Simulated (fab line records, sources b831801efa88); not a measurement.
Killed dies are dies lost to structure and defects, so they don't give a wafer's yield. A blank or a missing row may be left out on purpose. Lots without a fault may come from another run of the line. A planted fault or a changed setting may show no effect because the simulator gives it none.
Which tool did it? | flow gf180mcu | 13 lots, 39 wafers sampled, at 3 steps of a route of 602

WHAT THE GAUGES READ, wafer by wafer
GF_MIM_RS_MEAS_10: measures by four-point-probe.
lot  | measured     | on            | MIM_ALCU_RS (ohm/sq)
L386 | day 24 20:19 | film_metro-04 | 0.1616 0.1601 0.1635
L387 | day 25 07:00 | film_metro-02 | 0.1605 0.1627 0.1633
L388 | day 25 11:11 | film_metro-04 | 0.1628 0.1624 0.1613
L389 | day 25 20:28 | film_metro-02 | 0.1596 0.1614 0.1607
L390 | day 26 01:37 | film_metro-01 | 0.1592 0.1590 0.1590
L397 | day 28 06:57 | film_metro-04 | 0.1615 0.1597 0.1613
L398 | day 28 11:02 | film_metro-04 | 0.1591 0.1599 0.1597
L399 | day 28 21:43 | film_metro-01 | 0.1615 0.1611 0.1599
L402 | day 29 13:34 | film_metro-01 | 0.1604 0.1574 0.1597
L404 | day 30 01:49 | film_metro-04 | 0.1605 0.1612 0.1611
L406 | day 30 16:46 | film_metro-04 | 0.1593 0.1601 0.1590
L407 | day 30 21:48 | film_metro-01 | 0.1620 0.1618 0.1624
L409 | day 31 11:17 | film_metro-01 | 0.1617 0.1599 0.1594

WHICH TOOL RAN EACH LOT (tool, then ch and the chambers of the sampled wafers, then the start)
lot  | GF_M2_SPUTTER_03             | GF_MIM_SPUTTER_08
L386 | pvd_sputter-04, day 18 13:34 | pvd_sputter-03, day 24 20:14
L387 | pvd_sputter-04, day 19 00:44 | pvd_sputter-04, day 25 06:56
L388 | pvd_sputter-04, day 19 04:13 | pvd_sputter-04, day 25 11:08
L389 | pvd_sputter-04, day 19 16:51 | pvd_sputter-04, day 25 20:23
L390 | pvd_sputter-04, day 19 22:26 | pvd_sputter-01, day 26 01:32
L397 | pvd_sputter-02, day 22 12:41 | pvd_sputter-04, day 28 06:53
L398 | pvd_sputter-04, day 22 16:40 | pvd_sputter-01, day 28 10:59
L399 | pvd_sputter-04, day 23 04:06 | pvd_sputter-04, day 28 21:38
L402 | pvd_sputter-01, day 24 00:53 | pvd_sputter-01, day 29 13:31
L404 | pvd_sputter-01, day 24 15:41 | pvd_sputter-04, day 30 01:42
L406 | pvd_sputter-01, day 25 07:42 | pvd_sputter-04, day 30 16:38
L407 | pvd_sputter-01, day 25 13:54 | pvd_sputter-03, day 30 21:44
L409 | pvd_sputter-01, day 26 05:57 | pvd_sputter-03, day 31 11:14
- GF_M2_SPUTTER_03: material Ti, target thk 10 nm, time 6.7 s.
- GF_MIM_SPUTTER_08: material AlCu, target thk 200 nm, time 10.6 s.

WHAT THE TOOLS THEMSELVES READ (means of the sampled wafers that have a number; where no wafer has one, the mark that the record gives instead)
GF_M2_SPUTTER_03.
lot  | tool           | throttle_valve_pct (%)
L386 | pvd_sputter-04 | 29.6
L387 | pvd_sputter-04 | 30.4
L388 | pvd_sputter-04 | 30.1
L389 | pvd_sputter-04 | 30.7
L390 | pvd_sputter-04 | 29.7
L397 | pvd_sputter-02 | 30.3
L398 | pvd_sputter-04 | 30.3
L399 | pvd_sputter-04 | 30.9
L402 | pvd_sputter-01 | 29.8
L404 | pvd_sputter-01 | 29.9
L406 | pvd_sputter-01 | 29.6
L407 | pvd_sputter-01 | 29.9
L409 | pvd_sputter-01 | 29.9

GF_MIM_SPUTTER_08.
lot  | tool           | throttle_valve_pct (%)
L386 | pvd_sputter-03 | 29.5
L387 | pvd_sputter-04 | 30.3
L388 | pvd_sputter-04 | 30.0
L389 | pvd_sputter-04 | 29.8
L390 | pvd_sputter-01 | 29.7
L397 | pvd_sputter-04 | 30.3
L398 | pvd_sputter-01 | 30.0
L399 | pvd_sputter-04 | 30.2
L402 | pvd_sputter-01 | 29.9
L404 | pvd_sputter-04 | 30.4
L406 | pvd_sputter-04 | 30.6
L407 | pvd_sputter-03 | 30.0
L409 | pvd_sputter-03 | 29.7

THE ANSWER, worked out from the rows above alone
Rule: what is usual is taken from the lots themselves. Put in order of their means at a reading, lots are off if they are a third of the lots or fewer, leave a main group of 4 or more, and stand apart from it by a gap of 3 or more times the standard deviation of the main group's means; of several such gaps the widest counts. A main group whose means are all the same, to the digits that the tables above print for the reading, isn't used. A lot without any number at a reading at which 4 lots or more have one is off too. The other lots that the step has rows for count as sound. The gauges are gone through in route order, then the tools' own readings, and for those a lot's mean is taken as printed above. The first step at which some lot is off is used, and at that step the reading that is off furthest; a lot without a number counts as furthest.
No lot is off at any reading shown: from this, nothing can be told.

WHAT THE SIMULATOR HAD PUT IN
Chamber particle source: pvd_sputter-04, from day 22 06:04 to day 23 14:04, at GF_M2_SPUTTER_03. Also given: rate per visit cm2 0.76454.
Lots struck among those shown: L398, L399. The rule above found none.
